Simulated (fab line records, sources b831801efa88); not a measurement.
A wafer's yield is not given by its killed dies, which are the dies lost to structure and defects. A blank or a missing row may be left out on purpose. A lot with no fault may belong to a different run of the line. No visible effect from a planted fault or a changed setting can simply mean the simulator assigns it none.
The same fault as seen by 2 desks    flow gf180mcu    each desk has only its own numbers; what lay behind them comes last

METROLOGY DESK
What the gauges read, lot by lot, whatever tool the lot ran on: means of the sampled wafers that have a number. The brackets show how far a lot's mean lies from the usual mean; more than 4 standard deviations puts the lot out of limits, marked OUT.
Columns: A = SALICIDE_TIN_RS at GF_SALICIDE_RS_MEAS_04, usual 16.34 ohm/sq
lot   first seen here  A
L314  day 15 23:24     16.68
L315  day 16 11:13     16.52
L316  day 17 02:40     16.40
L318  day 17 19:09     16.30
L319  day 18 04:17     16.31
L320  day 18 08:46     16.24
L322  day 19 07:25     16.48
L323  day 19 12:08     16.38
L324  day 19 19:20     16.28
L325  day 20 03:54     16.37
L331  day 22 08:59     16.33
L332  day 22 16:02     16.38
L334  day 23 04:01     16.06
This desk's finding: nothing out of limits on any of the 13 lots.

DESK OF THE TOOL OWNER: wetBench-02
The tool's own readings at GF_SAB_WET_ETCH_12 (etches SiO2 in dHF, target depth 22 nm, time 440 s): means of the sampled wafers that have a number, for each lot that ran on this tool. The brackets show how far a lot's mean lies from the usual mean; more than 4 standard deviations puts the lot out of limits, marked OUT.
Columns: A = runLengthS at GF_SAB_WET_ETCH_12, usual 469 s
lot   first seen here  A
L319  day 18 03:55     465
L320  day 18 08:24     465
L323  day 19 11:44     475
L331  day 22 08:35     70 (-99 or more) OUT
This desk finds L331 out of limits, L331 being first, at day 22 08:35 (runLengthS at GF_SAB_WET_ETCH_12). L319, L320, L323 stayed within limits.

BROUGHT TOGETHER
The tool owner's desk had the chance to raise an alarm at day 22 08:35 on L331.
Nothing out of limits was seen by the metrology desk.
The metrology desk holds a record of L331, inside its limits.
GF_SAB_WET_ETCH_12 was run on wetBench-02 by each of the lots named.

WHAT THE SIMULATOR HAD INSERTED
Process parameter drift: wetBench-02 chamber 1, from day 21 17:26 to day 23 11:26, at GF_SAB_WET_ETCH_12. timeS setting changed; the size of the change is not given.
Shown lots that were struck: L331.
Hours from the fault's start to each desk's first reading out of limits: the tool owner's desk, 15.
